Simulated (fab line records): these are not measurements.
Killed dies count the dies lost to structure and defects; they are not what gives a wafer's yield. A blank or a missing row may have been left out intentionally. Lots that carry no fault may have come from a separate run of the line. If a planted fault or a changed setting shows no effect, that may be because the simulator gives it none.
Problem report in the 8D (eight disciplines) form, filled by code || flow sky130 || the parts of the form that need people (team, actions taken, sign-off) are left out

## 1. THE PROBLEM
Wafers without a fault read 3000.0 W, standard deviation 0.6; cathodeDcPowerW at SKY_METAL5_SPUTTER_03 reads a mean of 2831.0 W on 3 wafers belonging to 2 lots. So: -99 or more standard deviations from the usual mean.
The step: material Ti, target thk 5 nm, time 3.3 s.
First observed at day 47 15:25: wafer L908.3, on pvdSputter-03. The record holds 39 wafers of 13 lots with a number at this step. By rule, "out" or "out of limits" means more than 4 standard deviations away from the usual mean. Any other wafer with a number is counted as sound.

## 2. WHAT IT IS; WHAT IT IS NOT
{"question": "which readings at this step", "is": "cathodeDcPowerW", "is not": "throttleValvePct"}
{"question": "which lots", "is": "L908, L912", "is not": "L891, L892, L893, L894, L895, L896, L897, L899, L903, L913, L914"}
{"question": "which wafers of those lots", "is": "L908.3, L908.5, L912.3", "is not": "L908.1, L912.2, L912.6"}
{"question": "read on which tools", "is": "pvdSputter-03", "is not": "pvdSputter-01, pvdSputter-02"}
{"question": "when", "is": "from day 47 15:25", "is not": "up to then (28 sound wafers); but 8 sound wafers of L912, L913, L914 came after"}

## 3. THE SUSPECTS, EACH WITH WHAT RULES IT OUT
Counting: any tool at a process step up to the reading remains a suspect provided it ran every lot that is out. Sound lots after the first of them don't rule it out here, since some wafers of a struck lot are sound.
- pvdSputter-02 at SKY_VIA4_SPUTTER_17 (material TiN, target thk 20 nm, time 80 s): kept. Ran every lot that is out, first one L908 (day 47 14:36); last sound lot up to then L897 (day 44 20:32).
- pvdSputter-03 at SKY_METAL5_SPUTTER_03 (material Ti, target thk 5 nm, time 3.3 s): kept. Ran every lot that is out, first one L908 (day 47 15:25); last sound lot up to then L894 (day 44 09:26). Its own cathodeDcPowerW readings are out on those wafers.
After counting, pvdSputter-02 at SKY_VIA4_SPUTTER_17 and pvdSputter-03 at SKY_METAL5_SPUTTER_03 remain.

## 4. THE CAUSE (what the simulator had put in)
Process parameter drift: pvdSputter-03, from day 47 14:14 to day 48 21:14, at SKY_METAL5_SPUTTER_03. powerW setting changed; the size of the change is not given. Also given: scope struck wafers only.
This tool is one of the 2 suspects left after counting.

## 5. THE EFFECT CHAIN, in route order
Rows list readings where the struck wafers' mean (over those with a number) sits beyond 3 standard deviations from the usual. Scope: only readings with a usual standard deviation given in the record; hours: median across lots of the time from each lot's start at the first step in this table that gives one to its start at this step; sigmas: change in usual standard deviations.
{"hours": 0, "step": "SKY_METAL5_SPUTTER_03", "reading": "cathodeDcPowerW", "usual": "3000.0 W", "on struck wafers": 2831.0, "change": -169.0, "sigmas": "-99 or more"}
Its process steps:
- SKY_METAL5_SPUTTER_03: material Ti, target thk 5 nm, time 3.3 s.

## 6. WHAT WOULD HAVE CAUGHT IT SOONER
In this record the first reading out of limits was taken at day 47 15:25, 1 hour after the fault began at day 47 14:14.
